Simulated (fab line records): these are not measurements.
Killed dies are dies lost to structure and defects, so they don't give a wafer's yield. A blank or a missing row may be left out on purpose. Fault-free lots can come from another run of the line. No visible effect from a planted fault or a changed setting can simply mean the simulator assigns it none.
A struck lot beside a sound one -- flow sky130 -- 17 steps out of a route of 708
Sound: wafers L432.1, L432.5, L432.6. Wafers struck: L448.1, L448.5, L448.6. Last of all comes the cause.
At each step with rows: each side's tool, then ch and its chambers, then its first start. Under that, the readings that differ: sound wafers -- struck wafers -- difference of the means -- sigmas: that difference in standard deviations of wafers without a fault.
alike: readings with means less than 2 such deviations apart, plus words and numbers identical on both sides. not compared: withheld readings, readings lacking a value on some wafer, bounds such as >300 that could conceal the same value, and numbers that have no deviation in the record and whose values overlap.
The two part at a step that has a row with sigmas, a row that says differs or no value, or rows on one side only. When numbers do not overlap yet have no deviation, they are printed without sigmas and do not part them. A reading missing from all wafers of one side parts the sides only when that side holds two or more wafers.

first, 3 steps without rows for these wafers: SKY_SONOS_ONO_WET_ETCH_18 (etches Si3N4 in H3PO4, target depth 15 nm, time 172 s); SKY_GATE_OXIDE_CLEAN_00 (cleans in SC1/SC2, time 150 s); SKY_GATE_OXIDE_OXIDATION_01 (stabilise 600 s, purge 300 s, target thk 10.268 nm).
SKY_GATE_OXIDE_THK_MEAS_02:
  struck on film_metro-02, day 18 12:56; sound on film_metro-01, day 12 22:34
  alike: GATE_OXIDE_OXIDATION_00_THK
then, 7 steps without rows for these wafers: SKY_GATE_OXIDE_DEHYDRATE_03 (time 60 s); SKY_GATE_OXIDE_HMDS_04 (prime time 60 s); SKY_GATE_OXIDE_COAT_05 (resist thk 1140 nm); SKY_GATE_OXIDE_SOFTBAKE_06 (time 60 s); SKY_GATE_OXIDE_EXPOSE_07 (exposes mask LVOM, target cd 600 nm); SKY_GATE_OXIDE_PEB_08; SKY_GATE_OXIDE_DEVELOP_09 (develop time 60 s).
SKY_GATE_OXIDE_OVL_MEAS_10:
  struck on overlay-02, day 19 19:02; sound on overlay-01, day 13 23:35
  alike: GATE_OXIDE_OVL
SKY_GATE_OXIDE_IMPLANT_11:
  sound on implanter-04 ch 0, day 13 23:37; struck on implanter-02 ch 0, day 19 19:04
reading,sound,struck,difference,sigmas
dose_ions_cm2,2.5985e+12 2.6036e+12 2.5987e+12,3.4262e+12 3.4264e+12 3.4249e+12,+8.2557e+11,+99 or more
faraday_current_uA,14.8 14.5 15.1,18.7 19.4 19.0,+4.2,+14
  alike: beam_energy_keV
then, 1 step without rows for these wafers: SKY_GATE_OXIDE_WET_ETCH_12 (etches SiO2 in dHF, target depth 16.8 nm, time 336 s).
SKY_GATE_OXIDE_STRIP_13: strips in O2/N2.
  sound on plasma_asher-04 ch 0,1, day 13 23:52; struck on plasma_asher-02 ch 0,1, day 19 19:19
reading,sound,struck,difference,sigmas
drypump_motor_current_A (A),5.2 5.2 5.7,6.5 6.3 6.6,+1.1,+2
  alike: oes_product_au, strip_time_to_endpoint_s
  not compared: rf_hours_counter_h
SKY_GATE_OXIDE_TW_MEAS_14:
  struck on film_metro-04, day 19 19:38; sound on film_metro-01, day 13 23:58
reading,sound,struck,difference,sigmas
GATE_OXIDE_TW,221.4 222.0 222.2,239.9 239.1 239.1,+17.5,+8
  not compared: hold
-- here the record skips 30 days between the struck wafers' starts before and after, leaving off in module GATE_OXIDE and picking up in module PAD_OPEN (first step shown: number 708 of the route) --
SKY_PAD_OPEN_PROBE_99:
  struck on prober-01, day 49 19:09; sound on prober-01, day 46 03:39
reading,sound,struck,difference,sigmas
hold,- - -,await_dispo/2.1h/release await_dispo/2.1h/release await_dispo/2.1h/release,no value on the sound wafers,
model.etest.tip_p.rs_ohm_sq,6934 6941 6920,6504 6465 6502,-441,
model.etest.pfet_01v8.r_on_ohm_um,2981 3087 3085,2688 2753 2754,-319,
model.etest.nfet_01v8_lvt.drive_ua_um,570.9 542.1 546.1,510.1 510.8 499,-46.4,
model.etest.nfet_01v8.r_on_ohm_um,829 864.5 861.5,908.9 904.3 907.2,+55.1,
model.etest.pfet_01v8_lvt.drive_ua_um,172.5 167.7 168.6,213.3 208 207.3,+39.9,
model.etest.nfet_01v8.drive_ua_um,500.3 470.5 479,453.4 451.5 442.7,-34.1,
model.etest.nfet_01v8_turned.drive_ua_um,503.5 475.5 479.7,456.5 453.1 442.7,-35.5,
model.etest.nfet_01v8_swapped.drive_ua_um,500.5 473.8 481.7,450.6 451.8 443,-36.9,
  alike: killed_at_M0_to_M3, killed_at_M4_up, killed_at_contacts, killed_at_front_end, killed_at_other, killed_dies, killed_open, killed_short

## WHERE THEY PART
Last at SKY_PAD_OPEN_PROBE_99 as far as this record goes, first at SKY_GATE_OXIDE_IMPLANT_11.

WHY: whatever the simulator had introduced
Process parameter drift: implanter-02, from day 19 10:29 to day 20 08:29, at SKY_GATE_OXIDE_IMPLANT_11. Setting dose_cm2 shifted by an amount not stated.
